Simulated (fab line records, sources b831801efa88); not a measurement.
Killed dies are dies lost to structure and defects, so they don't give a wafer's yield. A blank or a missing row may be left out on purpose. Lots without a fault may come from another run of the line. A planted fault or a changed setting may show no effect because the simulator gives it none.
Which tool did it? | flow sky130 | 6 lots, 18 wafers sampled, at 2 steps of a route of 708

WHAT THE GAUGES READ, wafer by wafer
SKY_VIA1_CD_MEAS_12: target cd 150 nm.
lot  | measured     | on        | cd_nm (nm)
L877 | day 34 22:00 | cd_sem-02 | 152.1 151.1 151.2
L880 | day 36 12:58 | cd_sem-01 | 152.0 151.4 151.5
L884 | day 36 20:31 | cd_sem-01 | 149.7 149.4 149.2
L893 | day 39 14:25 | cd_sem-02 | 152.0 152.5 152.9
L895 | day 39 22:28 | cd_sem-02 | 148.9 150.1 148.8
L897 | day 40 11:56 | cd_sem-01 | 149.8 150.4 151.8

WHICH TOOL RAN EACH LOT (tool, then ch and the chambers of the sampled wafers, then the start)
lot  | SKY_LI_CONTACT_SPUTTER_20
L877 | pvd_sputter-01, day 30 05:00
L880 | pvd_sputter-01, day 31 19:44
L884 | pvd_sputter-03, day 32 04:35
L893 | pvd_sputter-03, day 35 01:00
L895 | pvd_sputter-04, day 35 12:08
L897 | pvd_sputter-04, day 36 00:33
- SKY_LI_CONTACT_SPUTTER_20: material TiN, target thk 20 nm, time 80 s.

THE ANSWER, worked out from the rows above alone
Rule: what is usual is taken from the lots themselves. Put in order of their means at a reading, lots are off if they are a third of the lots or fewer, leave a main group of 4 or more, and stand apart from it by a gap of 3 or more times the standard deviation of the main group's means; of several such gaps the widest counts. A main group whose means are all the same, to the digits that the tables above print for the reading, isn't used. A lot without any number at a reading at which 4 lots or more have one is off too. The other lots that the step has rows for count as sound.
No lot is off at any reading shown: from this, nothing can be told.

WHAT THE SIMULATOR HAD PUT IN
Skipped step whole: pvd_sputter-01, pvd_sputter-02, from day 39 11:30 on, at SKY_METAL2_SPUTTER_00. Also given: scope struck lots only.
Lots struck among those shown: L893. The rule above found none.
